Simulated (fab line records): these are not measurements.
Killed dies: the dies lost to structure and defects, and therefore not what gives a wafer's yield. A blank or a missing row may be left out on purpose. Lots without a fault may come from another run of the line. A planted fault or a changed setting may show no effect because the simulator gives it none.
Which of the tools did it? || flow sky130 || Sampling: 12 lots, 36 wafers, 3 of 708 route steps

== WHAT THE GAUGES SHOWED, per wafer ==
SKY_NWELL_RS_MEAS_31: a four-point-probe measurement.
{"lot": "L501", "measured": "day 5 02:59", "on": "filmMetro-03", "PWDE_RS (ohm/sq)": "5305 5297 5299"}
{"lot": "L503", "measured": "day 5 15:06", "on": "filmMetro-02", "PWDE_RS (ohm/sq)": "5274 5288 5257"}
{"lot": "L504", "measured": "day 5 20:32", "on": "filmMetro-01", "PWDE_RS (ohm/sq)": "5297 5312 5299"}
{"lot": "L507", "measured": "day 6 14:35", "on": "filmMetro-01", "PWDE_RS (ohm/sq)": "5299 5272 5283"}
{"lot": "L508", "measured": "day 6 20:18", "on": "filmMetro-03", "PWDE_RS (ohm/sq)": "5263 5254 5258"}
{"lot": "L511", "measured": "day 7 15:36", "on": "filmMetro-01", "PWDE_RS (ohm/sq)": "5302 5293 5297"}
{"lot": "L515", "measured": "day 8 15:38", "on": "filmMetro-01", "PWDE_RS (ohm/sq)": "5393 5393 5389"}
{"lot": "L517", "measured": "day 9 07:13", "on": "filmMetro-03", "PWDE_RS (ohm/sq)": "5381 5372 5368"}
{"lot": "L519", "measured": "day 9 17:09", "on": "filmMetro-01", "PWDE_RS (ohm/sq)": "5308 5311 5300"}
{"lot": "L521", "measured": "day 10 11:28", "on": "filmMetro-02", "PWDE_RS (ohm/sq)": "5244 5259 5245"}
{"lot": "L523", "measured": "day 10 17:46", "on": "filmMetro-02", "PWDE_RS (ohm/sq)": "5248 5260 5266"}
{"lot": "L524", "measured": "day 11 04:35", "on": "filmMetro-03", "PWDE_RS (ohm/sq)": "5249 5256 5273"}

SKY_VT_ADJUST_PCH_OVL_MEAS_07.
{"lot": "L501", "measured": "day 10 01:36", "on": "overlay-02", "VT_ADJUST_PCH_OVL (nm)": "1.3 -0.5 0.2"}
{"lot": "L503", "measured": "day 10 16:39", "on": "overlay-01", "VT_ADJUST_PCH_OVL (nm)": "0.6 2.3 -1.1"}
{"lot": "L504", "measured": "day 10 23:11", "on": "overlay-01", "VT_ADJUST_PCH_OVL (nm)": "2.5 1.7 1.1"}
{"lot": "L507", "measured": "day 12 01:32", "on": "overlay-02", "VT_ADJUST_PCH_OVL (nm)": "1.5 0.4 1.5"}
{"lot": "L508", "measured": "day 12 09:18", "on": "overlay-01", "VT_ADJUST_PCH_OVL (nm)": "-2.1 -2.3 0.4"}
{"lot": "L511", "measured": "day 13 08:34", "on": "overlay-02", "VT_ADJUST_PCH_OVL (nm)": "1.5 1.2 3.2"}
{"lot": "L515", "measured": "day 14 15:59", "on": "overlay-02", "VT_ADJUST_PCH_OVL (nm)": "2.1 2.0 -0.1"}
{"lot": "L517", "measured": "day 15 11:05", "on": "overlay-01", "VT_ADJUST_PCH_OVL (nm)": "-1.4 -0.6 -1.3"}
{"lot": "L519", "measured": "day 15 21:35", "on": "overlay-02", "VT_ADJUST_PCH_OVL (nm)": "0.9 0.0 2.2"}
{"lot": "L521", "measured": "day 16 21:45", "on": "overlay-01", "VT_ADJUST_PCH_OVL (nm)": "0.5 0.4 0.5"}
{"lot": "L523", "measured": "day 17 06:27", "on": "overlay-02", "VT_ADJUST_PCH_OVL (nm)": "0.9 0.9 1.2"}
{"lot": "L524", "measured": "day 17 21:59", "on": "overlay-02", "VT_ADJUST_PCH_OVL (nm)": "1.5 2.9 1.6"}

== TOOL THAT RAN EACH LOT (tool first, then ch and the chambers of the sampled wafers, then the start) ==
{"lot": "L501", "SKY_PWDE_IMPLANT_08": "implanter-04 ch 0, day 3 17:07"}
{"lot": "L503", "SKY_PWDE_IMPLANT_08": "implanter-04 ch 0, day 4 04:05"}
{"lot": "L504", "SKY_PWDE_IMPLANT_08": "implanter-04 ch 0, day 4 08:49"}
{"lot": "L507", "SKY_PWDE_IMPLANT_08": "implanter-04 ch 0, day 5 01:59"}
{"lot": "L508", "SKY_PWDE_IMPLANT_08": "implanter-01 ch 0, day 5 08:34"}
{"lot": "L511", "SKY_PWDE_IMPLANT_08": "implanter-03 ch 0, day 6 00:55"}
{"lot": "L515", "SKY_PWDE_IMPLANT_08": "implanter-01 ch 0, day 6 22:59"}
{"lot": "L517", "SKY_PWDE_IMPLANT_08": "implanter-01 ch 0, day 7 12:38"}
{"lot": "L519", "SKY_PWDE_IMPLANT_08": "implanter-03 ch 0, day 7 20:34"}
{"lot": "L521", "SKY_PWDE_IMPLANT_08": "implanter-03 ch 0, day 8 14:14"}
{"lot": "L523", "SKY_PWDE_IMPLANT_08": "implanter-03 ch 0, day 8 20:31"}
{"lot": "L524", "SKY_PWDE_IMPLANT_08": "implanter-03 ch 0, day 9 05:34"}
- SKY_PWDE_IMPLANT_08

== WHAT THE TOOLS THEMSELVES READ (means of the sampled wafers that have a number; where no wafer has one, the mark that the record gives instead) ==
SKY_PWDE_IMPLANT_08.
{"lot": "L501", "tool": "implanter-04", "doseIonsCm2": 3.6e+12}
{"lot": "L503", "tool": "implanter-04", "doseIonsCm2": 3.6e+12}
{"lot": "L504", "tool": "implanter-04", "doseIonsCm2": 3.6e+12}
{"lot": "L507", "tool": "implanter-04", "doseIonsCm2": 3.6e+12}
{"lot": "L508", "tool": "implanter-01", "doseIonsCm2": 3.6e+12}
{"lot": "L511", "tool": "implanter-03", "doseIonsCm2": 3.6e+12}
{"lot": "L515", "tool": "implanter-01", "doseIonsCm2": 3.5e+12}
{"lot": "L517", "tool": "implanter-01", "doseIonsCm2": 3.5e+12}
{"lot": "L519", "tool": "implanter-03", "doseIonsCm2": 3.6e+12}
{"lot": "L521", "tool": "implanter-03", "doseIonsCm2": 3.6e+12}
{"lot": "L523", "tool": "implanter-03", "doseIonsCm2": 3.6e+12}
{"lot": "L524", "tool": "implanter-03", "doseIonsCm2": 3.6e+12}

== THE ANSWER, worked out from the rows above alone ==
Rule: usual is defined by the lots themselves. The widest of any qualifying gaps counts: lots, ordered by their means at a reading, are off when they make up no more than a third of the lots, leave a main group of 4 or more, and stand apart from it by 3 or more times the standard deviation of that group's means. The tables above print the reading to a certain number of digits; a main group whose means all agree to those digits is not used. A lot without any number at a reading at which 4 lots or more have one is off too. Where the step has rows for the other lots, those lots are counted as sound. The gauges are gone through in route order, then the tools' own readings, and for those a lot's mean is taken as printed above. The first step at which some lot is off is used, and at that step the reading that is off furthest; a lot without a number counts as furthest.
Off: L515, L517, seen at SKY_NWELL_RS_MEAS_31 (PWDE_RS). Mean 5279 ohm/sq and standard deviation 21 in the main group.
A tool fits if, at a process step before that reading, it ran every lot that is off, and no sound lot after the first of them. Gauges at SKY_NWELL_RS_MEAS_31: tried the same way as those tools. One fits: SKY_PWDE_IMPLANT_08 on implanter-01. A fault onset in the window from L508 (day 5 08:34, its last sound lot) to L515 (day 6 22:59, its first lot off) fits.
On the lots that are off, the tool's own readings at SKY_PWDE_IMPLANT_08 differ by more than 5 times the standard deviation of the sound lots' means, which bears it out; doseIonsCm2 reads 3.5e+12 there versus 3.6e+12 on the sound lots.

== WHAT WAS PUT IN BY THE SIMULATOR ==
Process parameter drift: implanter-01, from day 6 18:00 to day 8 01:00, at SKY_PWDE_IMPLANT_08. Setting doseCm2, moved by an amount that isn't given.
Struck lots among those shown: L515, L517. The same result came from the rule above.
